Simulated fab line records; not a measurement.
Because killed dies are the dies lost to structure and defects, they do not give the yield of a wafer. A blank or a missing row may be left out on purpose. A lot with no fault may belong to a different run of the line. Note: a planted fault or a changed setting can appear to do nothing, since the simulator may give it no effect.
fab line records	flow sky130
[record] lots = 10	wafers = 30	last_day = 49
route steps=708 shown LDD_N@253 LDD_P@262 SPACER@304 POLY_CUT@319 PAD_OPEN@708
lots that met no fault: from a run of the same line without faults
start_h: hours from the record's opening day to when the first of the lot's shown wafers began	wait_h: hours since the lot's step before	" repeats the value in the row above	L1.1+2: a single row standing in for several wafers	- no value, or no start given	* or withheld: withheld	< > ~ a bound
route shown NAME@n: NAME is a module with steps in the file, n the number in the route of the first one	usual: mean/standard deviation of fault-free wafers	same: alike in all rows	chamber/n: place in a boat	sites: readings site by site	_std_site: the values' standard deviation	_edge_site: the outer-site mean with the inner-site mean subtracted	radius_mm: how far each site lies from the wafer's centre	mask NAME#n: copy n	behind: the last tool/chamber to shape the wafer	hold: why the lot was held/for how many hours/how that ended	device: the n, p or np transistor that did not switch	end of line: the route-end tests of the same wafers	where a step has no rows: the recipe by itself	killed: dies that structure and defects cost at the first sort, which is not the same as the wafer's yield	map: dies across one wafer; x = killed, . = not, _ = none there
set.NAME: the setting the step ran with; set.NAME@STEP: the setting that earlier step ran with	model.NAME: the simulator's own value behind a step, which no gauge read
route steps across a sampled set of lots; one table per step, one row per wafer
services: from which hour (start_h, from the record's first day; less than 0 if before it) a tool's chamber was out of use, for how many hours, and why
[[steps]]
[step SKY_LDD_N_STRIP_16]
[recipe] chemistry = O2/N2	power_w = 1400	pressure_mtorr = 1500	platen_temp_c = withheld	o2_flow_sccm = 3000	n2_flow_sccm = 300	overash_fraction = 0.5
[usual] drypump_motor_current_A = 5.9/0.36	n2_flow_sccm = 300.0/0.84	oes_product_au = 0.406/0.0042	strip_time_to_endpoint_s = 4.313/0.013
lot.wafer	tool	chamber	start_h	wait_h	drypump_motor_current_A	n2_flow_sccm	oes_product_au	rf_hours_counter_h	strip_time_to_endpoint_s
L777.4	plasma_asher-01	1	408.29	0.1	6.2	301.1	0.406	-	4.295
L777.5	"	1	"	"	6.2	300.6	0.401	-	4.292
L777.6	"	0	"	"	5.5	298.4	0.413	-	4.308
L778.1	plasma_asher-01	0	427.81	0.1	5.5	299.8	0.404	29	4.308
L778.2	"	1	"	"	6.2	298.5	0.404	29	4.312
L778.6	"	0	"	"	5.5	300.6	0.411	-	4.323
L780.4	plasma_asher-01	1	447.45	0.1	6.2	300.4	0.407	-	4.311
L780.5	"	1	"	"	6.2	300.8	0.405	-	4.318
L780.6	"	0	"	"	5.5	301.4	0.408	-	4.330
L782.2	plasma_asher-03	0	467.42	0.1	6.4	300.2	0.406	67	4.324
L782.4	"	1	"	"	6.1	299.2	0.400	-	4.323
L782.6	"	0	"	"	6.5	301.0	0.414	-	4.325
L785.1	plasma_asher-02	0	493.89	0.1	5.6	300.8	0.402	6	4.311
L785.5	"	0	"	"	5.6	300.6	0.400	-	4.292
L785.6	"	1	"	"	5.6	300.2	0.409	-	4.312
L786.2	plasma_asher-02	0	499.42	0.1	5.6	300.2	0.407	7	4.302
L786.3	"	0	"	"	5.6	300.0	0.404	-	4.307
L786.4	"	1	"	"	5.6	301.3	0.406	-	4.327
L787.2	plasma_asher-01	1	506.34	0.1	6.2	300.6	0.413	37	4.328
L787.3	"	0	"	"	5.5	301.0	0.404	-	4.325
L787.5	"	1	"	"	6.2	299.8	0.411	-	4.321
L788.2	plasma_asher-03	0	519.09	0.1	6.5	300.3	0.411	72	4.339
L788.3	"	0	"	"	6.5	300.2	0.407	-	4.323
L788.4	"	1	"	"	6.0	299.9	0.412	-	4.310
L791.1	plasma_asher-03	0	533.86	0.1	6.5	301.0	0.406	74	4.306
L791.4	"	0	"	"	6.5	299.5	0.412	-	4.325
L791.5	"	0	"	"	6.5	300.1	0.402	-	4.318
L792.3	plasma_asher-01	1	541.30	0.1	6.2	299.9	0.408	-	4.302
L792.4	"	0	"	"	5.5	300.8	0.404	-	4.310
L792.6	"	0	"	"	5.5	299.5	0.407	-	4.317
[step SKY_LDD_P_CD_MEAS_07]
[recipe] target_cd_nm = 380
[usual] cd_nm = 379.8/2.3
lot.wafer	tool	chamber	start_h	wait_h	cd_nm
L777.4	cd_sem-01	-	438.24	0.1	376.5
L777.5	"	-	"	"	374.8
L777.6	"	-	"	"	376.6
L778.1	cd_sem-02	-	459.28	0.1	382.0
L778.2	"	-	"	"	379.9
L778.6	"	-	"	"	382.2
L780.4	cd_sem-02	-	477.47	0.1	378.9
L780.5	"	-	"	"	379.0
L780.6	"	-	"	"	377.7
L782.2	cd_sem-02	-	498.50	0.1	377.2
L782.4	"	-	"	"	378.6
L782.6	"	-	"	"	375.9
L785.1	cd_sem-01	-	524.30	0.2	379.0
L785.5	"	-	"	"	376.7
L785.6	"	-	"	"	377.9
L786.2	cd_sem-01	-	530.48	0.1	381.2
L786.3	"	-	"	"	382.2
L786.4	"	-	"	"	381.6
L787.2	cd_sem-01	-	536.63	0.1	379.0
L787.3	"	-	"	"	378.1
L787.5	"	-	"	"	378.4
L788.2	cd_sem-01	-	549.23	0.1	383.7
L788.3	"	-	"	"	382.2
L788.4	"	-	"	"	384.9
L791.1	cd_sem-01	-	563.71	0.1	381.1
L791.4	"	-	"	"	382.3
L791.5	"	-	"	"	381.6
L792.3	cd_sem-02	-	570.15	0.1	376.5
L792.4	"	-	"	"	379.7
L792.6	"	-	"	"	380.7
[step SKY_SPACER_CVD_00]
[recipe] material = Si3N4	precursor = DCS/NH3	target_thk_nm = 43.1	temp_c = 770	time_s = 740	pressure_mtorr = 250
[usual] susceptor_temp_C = 769.9/0.34	zone_power_top_pct = 24/3.3
lot.wafer	tool	chamber	start_h	wait_h	susceptor_temp_C	zone_power_top_pct
L777.4	lpcvd-02	1	532.82	0.0	770.1	21
L777.5	"	1	"	"	769.6	21
L777.6	"	1	"	"	769.2	21
L778.1	lpcvd-02	0	551.70	0.0	770.0	27
L778.2	"	0	"	"	769.5	27
L778.6	"	0	"	"	770.1	28
L780.4	lpcvd-02	1	568.35	0.2	769.3	21
L780.5	"	1	"	"	770.4	21
L780.6	"	1	"	"	769.9	21
L782.2	lpcvd-02	1	589.89	0.5	771.0	21
L782.4	"	1	"	"	769.7	21
L782.6	"	1	"	"	770.4	21
L785.1	lpcvd-02	1	612.87	0.0	770.2	21
L785.5	"	1	"	"	769.8	21
L785.6	"	1	"	"	770.2	20
L786.2	lpcvd-02	0	620.57	0.0	769.9	27
L786.3	"	0	"	"	770.2	28
L786.4	"	0	"	"	770.1	27
L787.2	lpcvd-02	0	629.05	3.0	769.9	27
L787.3	"	0	"	"	770.3	27
L787.5	"	0	"	"	770.1	27
L788.2	lpcvd-02	1	637.85	0.2	770.3	21
L788.3	"	1	"	"	769.9	21
L788.4	"	1	"	"	770.0	21
L791.1	lpcvd-02	0	650.79	0.1	770.1	27
L791.4	"	0	"	"	770.1	27
L791.5	"	0	"	"	770.1	28
L792.3	lpcvd-02	0	656.92	0.0	770.0	28
L792.4	"	0	"	"	769.9	27
L792.6	"	0	"	"	770.3	27
[step SKY_SPACER_THK_MEAS_01]
[recipe] reads = Si3N4_of_SPACER_CVD_00
[usual] SPACER_CVD_00_THK = 43.3/0.47
lot.wafer	tool	chamber	start_h	wait_h	hold	SPACER_CVD_00_THK[nm]
L777.4	film_metro-01	-	534.05	0.0	-	42.9
L777.5	"	-	"	"	-	43.6
L777.6	"	-	"	"	-	43.4
L778.1	film_metro-02	-	552.91	0.0	-	43.2
L778.2	"	-	"	"	-	42.8
L778.6	"	-	"	"	-	43.1
L780.4	film_metro-02	-	569.59	0.0	-	43.5
L780.5	"	-	"	"	-	43.0
L780.6	"	-	"	"	-	43.3
L782.2	film_metro-02	-	591.11	0.0	-	43.6
L782.4	"	-	"	"	-	42.8
L782.6	"	-	"	"	-	43.7
L785.1	film_metro-02	-	614.08	0.0	-	43.2
L785.5	"	-	"	"	-	42.9
L785.6	"	-	"	"	-	43.1
L786.2	film_metro-01	-	622.39	0.0	-	42.3
L786.3	"	-	"	"	-	42.5
L786.4	"	-	"	"	-	42.2
L787.2	film_metro-01	-	630.86	0.0	-	43.0
L787.3	"	-	"	"	-	43.2
L787.5	"	-	"	"	-	42.8
L788.2	film_metro-04	-	639.07	0.0	-	43.0
L788.3	"	-	"	"	-	42.7
L788.4	"	-	"	"	-	43.1
L791.1	film_metro-04	-	652.00	0.0	await_dispo/0.2h/release	37.6
L791.4	"	-	"	"	await_dispo/0.2h/release	37.7
L791.5	"	-	"	"	await_dispo/0.2h/release	37.7
L791.1	film_metro-04	-	652.29	0.3	-	37.6
L791.4	"	-	"	"	-	37.8
L791.5	"	-	"	"	-	37.7
L792.3	film_metro-04	-	658.15	0.0	await_dispo/0.2h/release	38.1
L792.4	"	-	"	"	await_dispo/0.2h/release	38.0
L792.6	"	-	"	"	await_dispo/0.2h/release	37.8
L792.3	film_metro-04	-	658.38	0.2	-	38.1
L792.4	"	-	"	"	-	38.0
L792.6	"	-	"	"	-	37.8
[step SKY_SPACER_ETCHBACK_02]
[recipe] chemistry = CH3F/O2	target = Si3N4	stop_on = SiO2	source_w = 400	bias_w = 80	pressure_mtorr = 25	ch3f_flow_sccm = 40	O2_flow_sccm = 30	time_s = 46.7	target_depth_a = 450
[usual] drypump_motor_current_A = 5.8/0.38	oes_product_au = 0.857/0.0066	throttle_valve_pct = 10.562/0.0092
[same] time_s = 46.7
lot.wafer	tool	chamber	start_h	wait_h	hold	drypump_motor_current_A	oes_product_au	rf_hours_counter_h	throttle_valve_pct
L777.4	rie_diel-03	0	534.11	0.0	-	5.5	0.852	-	10.566
L777.5	"	1	"	"	-	5.1	0.858	-	10.581
L777.6	"	2	"	"	-	5.8	0.859	-	10.560
L778.1	rie_diel-04	2	552.97	0.1	-	5.7	0.860	12	10.578
L778.2	"	3	"	"	-	6.1	0.858	2	10.574
L778.6	"	3	"	"	-	6.1	0.854	-	10.567
L780.4	rie_diel-03	0	569.62	0.0	-	5.5	0.851	1	10.566
L780.5	"	0	"	"	-	5.5	0.853	-	10.533
L780.6	"	1	"	"	-	5.1	0.861	-	10.577
L782.2	rie_diel-04	3	591.16	0.0	-	6.1	0.853	3	10.546
L782.4	"	1	"	"	-	6.0	0.847	70	10.556
L782.6	"	1	"	"	-	6.0	0.857	-	10.556
L785.1	rie_diel-04	0	614.14	0.1	-	6.3	0.857	9	10.573
L785.5	"	1	"	"	-	6.0	0.855	-	10.554
L785.6	"	0	"	"	-	6.3	0.864	-	10.571
L786.2	rie_diel-04	1	622.44	0.0	-	6.0	0.851	0	10.566
L786.3	"	3	"	"	-	6.1	0.857	3	10.552
L786.4	"	0	"	"	-	6.3	0.857	9	10.554
L787.2	rie_diel-04	0	630.91	0.0	-	6.3	0.851	9	10.546
L787.3	"	3	"	"	-	6.1	0.862	3	10.569
L787.5	"	2	"	"	-	5.7	0.851	-	10.558
L788.2	rie_diel-04	3	639.12	0.0	-	6.1	0.861	3	10.584
L788.3	"	1	"	"	-	5.9	0.850	0	10.573
L788.4	"	0	"	"	-	6.3	0.857	9	10.560
L791.1	rie_diel-01	1	658.53	6.2	await_dispo/6.2h/release	6.4	0.786	42	10.552
L791.4	"	0	"	"	await_dispo/6.2h/release	5.4	0.794	-	10.557
L791.5	"	2	"	"	await_dispo/6.2h/release	5.2	0.799	-	10.545
L792.3	rie_diel-04	3	659.18	0.8	await_dispo/0.8h/release	6.1	0.794	4	10.559
L792.4	"	1	"	"	await_dispo/0.8h/release	6.0	0.801	-	10.567
L792.6	"	3	"	"	await_dispo/0.8h/release	6.1	0.797	-	10.547
[step SKY_POLY_CUT_STRIP_12]
[recipe] chemistry = O2/N2	power_w = 1400	pressure_mtorr = 1500	platen_temp_c = withheld	o2_flow_sccm = 3000	n2_flow_sccm = 300	overash_fraction = 0.5
[usual] drypump_motor_current_A = 5.70/0.28	n2_flow_sccm = 299.9/0.91	oes_product_au = 0.451/0.0045	strip_time_to_endpoint_s = 5.340/0.019
lot.wafer	tool	chamber	start_h	wait_h	drypump_motor_current_A	n2_flow_sccm	oes_product_au	rf_hours_counter_h	strip_time_to_endpoint_s
L777.4	plasma_asher-02	0	564.48	0.1	5.56	301.2	0.455	-	5.367
L777.5	"	0	"	"	5.58	299.1	0.451	-	5.352
L777.6	"	1	"	"	5.60	300.7	0.457	-	5.342
L778.1	plasma_asher-02	0	582.77	0.0	5.55	301.3	0.450	15	5.371
L778.2	"	1	"	"	5.58	298.9	0.450	15	5.345
L778.6	"	1	"	"	5.59	299.0	0.447	-	5.350
L780.4	plasma_asher-03	0	599.50	0.1	6.46	299.3	0.450	-	5.367
L780.5	"	1	"	"	6.06	298.6	0.454	-	5.351
L780.6	"	0	"	"	6.46	300.3	0.457	-	5.354
L782.2	plasma_asher-04	1	620.05	0.0	5.35	297.4	0.450	94	5.382
L782.4	"	0	"	"	6.04	299.6	0.452	-	5.353
L782.6	"	1	"	"	5.39	298.4	0.456	-	5.357
L785.1	plasma_asher-03	0	642.70	0.0	6.48	299.6	0.458	83	5.305
L785.5	"	0	"	"	6.48	300.1	0.450	-	5.321
L785.6	"	1	"	"	6.05	300.8	0.458	-	5.301
L786.2	plasma_asher-02	0	651.20	0.0	5.61	300.1	0.448	23	5.328
L786.3	"	0	"	"	5.56	300.3	0.450	-	5.305
L786.4	"	1	"	"	5.58	299.0	0.446	-	5.304
L787.2	plasma_asher-02	1	659.42	0.0	5.57	298.5	0.460	23	5.353
L787.3	"	0	"	"	5.54	298.6	0.443	-	5.389
L787.5	"	0	"	"	5.58	299.4	0.455	-	5.359
L788.2	plasma_asher-02	0	668.32	0.0	5.62	301.1	0.449	24	5.361
L788.3	"	0	"	"	5.62	299.8	0.454	-	5.333
L788.4	"	1	"	"	5.56	300.5	0.450	-	5.338
L791.1	plasma_asher-02	0	680.65	0.0	5.60	300.0	0.445	25	5.337
L791.4	"	0	"	"	5.54	299.9	0.455	-	5.354
L791.5	"	0	"	"	5.56	299.6	0.446	-	5.349
L792.3	plasma_asher-02	0	686.98	0.1	5.61	299.1	0.454	-	5.345
L792.4	"	1	"	"	5.57	298.6	0.448	-	5.342
L792.6	"	1	"	"	5.60	300.3	0.452	-	5.350
[step SKY_PAD_OPEN_PROBE_99]
[usual] killed_at_M0_to_M3 = 44/6.8	killed_at_M4_up = 3.1/1.8	killed_at_contacts = 25/5.2	killed_at_front_end = 15/4.1	killed_at_other = 0.3/0.62	killed_dies = 88/9.4	killed_open = 48/7.1	killed_short = 40/6.1
[same] gross_dies = 492	killed_at_back_side = 0
lot.wafer	tool	chamber	start_h	wait_h	killed_at_M0_to_M3	killed_at_M4_up	killed_at_contacts	killed_at_front_end	killed_at_other	killed_dies	killed_open	killed_short
L777.4	prober-02	-	1082.08	0.2	34	1	25	26	0	86	40	46
L777.5	prober-02	-	1082.13	0.2	27	1	30	19	0	77	42	35
L777.6	prober-02	-	1082.18	0.2	38	3	15	20	0	76	33	43
L786.2	prober-01	-	1141.16	0.1	45	1	20	14	1	81	46	35
L786.3	prober-01	-	1141.21	0.2	55	3	27	14	0	99	49	50
L786.4	prober-01	-	1141.26	0.2	52	0	20	16	0	88	43	45
L791.1	prober-02	-	1157.98	0.1	44	2	30	11	1	88	50	37
L791.4	prober-02	-	1158.13	0.2	40	2	19	10	0	71	39	32
L791.5	prober-02	-	1158.18	0.2	40	4	23	16	1	84	44	39
L792.3	prober-01	-	1164.20	0.2	39	2	15	19	0	75	43	30
L792.4	prober-01	-	1164.25	0.2	51	5	29	14	0	99	54	44
L792.6	prober-01	-	1164.35	0.2	54	7	25	24	0	110	57	53
// killed by level:class
L777.4 VIA1:geometric_particle:open=8 POLY_GATE:geometric_particle:short=7 FIELD_ISO:geometric_particle:short=6 FIELD_ISO:geometric_particle:open=6 CONTACT:geometric_particle:open=6 METAL1:geometric_particle:short=6 CONTACT:geometric_particle:short=5 LOCAL_INTERCONNECT:geometric_particle:short=5
L777.5 LI_CONTACT:geometric_particle:open=10 CONTACT:geometric_particle:short=9 VIA1:geometric_particle:open=8 FIELD_ISO:geometric_particle:short=5 LI_CONTACT:geometric_particle:short=5 CONTACT:geometric_particle:open=5 METAL3:geometric_particle:short=5 FIELD_ISO:geometric_particle:open=4
L777.6 VIA1:geometric_particle:open=8 FIELD_ISO:geometric_particle:short=6 POLY_GATE:geometric_particle:short=6 METAL1:geometric_particle:short=6 CONTACT:geometric_particle:open=5 METAL2:geometric_particle:short=5 VIA2:geometric_particle:open=5 LI_CONTACT:geometric_particle:open=4
L786.2 CONTACT:geometric_particle:open=11 VIA3:geometric_particle:open=9 VIA1:geometric_particle:open=7 METAL1:geometric_particle:short=6 VIA1:geometric_particle:short=6 FIELD_ISO:geometric_particle:open=5 VIA2:geometric_particle:open=5 FIELD_ISO:geometric_particle:short=4
L786.3 VIA1:geometric_particle:open=15 METAL2:geometric_particle:short=9 CONTACT:geometric_particle:short=8 METAL1:geometric_particle:short=8 LI_CONTACT:geometric_particle:open=6 CONTACT:geometric_particle:open=6 VIA1:geometric_particle:short=6 VIA2:geometric_particle:open=5
L786.4 VIA2:geometric_particle:open=10 METAL1:geometric_particle:short=10 VIA1:geometric_particle:open=10 VIA1:geometric_particle:short=7 FIELD_ISO:geometric_particle:open=6 CONTACT:geometric_particle:open=6 METAL2:geometric_particle:short=5 POLY_GATE:geometric_particle:short=4
L791.1 LI_CONTACT:geometric_particle:open=12 VIA1:geometric_particle:open=9 CONTACT:geometric_particle:open=8 METAL1:geometric_particle:short=8 CONTACT:geometric_particle:short=6 VIA3:geometric_particle:open=6 VIA2:geometric_particle:short=5 VIA2:geometric_particle:open=5
L791.4 VIA3:geometric_particle:open=8 VIA1:geometric_particle:open=7 LOCAL_INTERCONNECT:geometric_particle:short=6 CONTACT:geometric_particle:open=6 METAL1:geometric_particle:short=6 VIA2:geometric_particle:open=6 FIELD_ISO:geometric_particle:open=4 LI_CONTACT:geometric_particle:open=4
L791.5 CONTACT:geometric_particle:open=10 VIA1:geometric_particle:open=9 METAL2:geometric_particle:short=8 POLY_GATE:geometric_particle:short=7 LI_CONTACT:geometric_particle:open=7 VIA3:geometric_particle:open=6 POLY_GATE:geometric_particle:open=4 LOCAL_INTERCONNECT:geometric_particle:short=4
L792.3 VIA1:geometric_particle:open=13 VIA2:geometric_particle:open=7 POLY_GATE:geometric_particle:open=6 VIA1:geometric_particle:short=5 VIA3:geometric_particle:open=5 FIELD_ISO:geometric_particle:open=4 POLY_GATE:geometric_particle:short=3 LI_CONTACT:geometric_particle:short=3
L792.4 VIA1:geometric_particle:open=11 CONTACT:geometric_particle:open=10 LI_CONTACT:geometric_particle:open=9 VIA3:geometric_particle:open=8 VIA2:geometric_particle:open=7 METAL1:geometric_particle:short=6 VIA2:geometric_particle:short=5 CONTACT:geometric_particle:short=4
L792.6 VIA1:geometric_particle:open=14 METAL2:geometric_particle:short=11 POLY_GATE:geometric_particle:open=8 CONTACT:geometric_particle:open=8 LI_CONTACT:geometric_particle:open=7 FIELD_ISO:geometric_particle:short=6 FIELD_ISO:geometric_particle:open=6 CONTACT:geometric_particle:short=6
[[services]]
tool	chamber	start_h	hours	kind
lpcvd-02	-	386.55	2.8	pm
plasma_asher-01	-	401.96	5.5	repair
rie_diel-03	1	409.66	49.7	repair
lpcvd-02	-	414.86	6.0	pm
plasma_asher-02	-	421.25	9.0	pm
plasma_asher-02	0	421.25	9.0	vent_cycle
plasma_asher-04	-	423.73	0.3	repair
plasma_asher-01	-	455.59	0.7	repair
rie_diel-04	1	459.03	14.2	repair
plasma_asher-03	-	465.74	1.2	repair
rie_diel-04	-	487.81	7.2	repair
rie_diel-01	-	502.01	2.8	pm
rie_diel-03	2	509.36	7.3	repair
rie_diel-04	3	512.21	11.1	repair
rie_diel-04	-	537.45	2.8	pm
rie_diel-03	2	555.00	11.1	repair
plasma_asher-03	-	561.76	9.4	repair
rie_diel-03	3	562.02	2.3	repair
rie_diel-03	0	579.52	2.2	repair
rie_diel-01	-	579.63	1.1	repair
rie_diel-03	2	595.02	1.6	repair
rie_diel-04	1	642.17	5.5	repair
rie_diel-01	3	648.29	13.9	repair
rie_diel-04	2	648.43	10.5	repair
[[key]]
[first_sign] step = SKY_SPACER_THK_MEAS_01	reading = visit	direction = added
[effect] step = SKY_SPACER_THK_MEAS_01	reading = SPACER_CVD_00_THK	direction = down	sigmas = 11	usual = 43.3	struck = 37.8
[effect] step = SKY_SPACER_ETCHBACK_02	reading = oes_product_au	direction = down	sigmas = 9.3	usual = 0.857	struck = 0.795
met_at SKY_SPACER_CVD_00
struck_lots L791,L792
struck_wafers L791.1,L791.4,L791.5,L792.3,L792.4,L792.6
tester_left_out L791,L792
not_acting_at SKY_LDD_N_STRIP_16,SKY_LDD_P_CD_MEAS_07,SKY_POLY_CUT_STRIP_12
onset_between 629.05 650.79
also_fits time
[fault] kind = process_parameter_drift	tool = lpcvd-02	chamber = 0	onset_h = 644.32	steps = SKY_SPACER_CVD_00	channel = target_thk_nm	offset = -5.1951	shape = step	end_h = 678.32	acts_in = these_recipes_only	stated = 43.1
// tester_left_out: of these lots the tester's yield and bins aren't shown, on N5 and GAA mostly nor the transistor test; their killed dies are dies lost to structure and defects alone, not to doping, threshold or leakage, so they don't give the yield
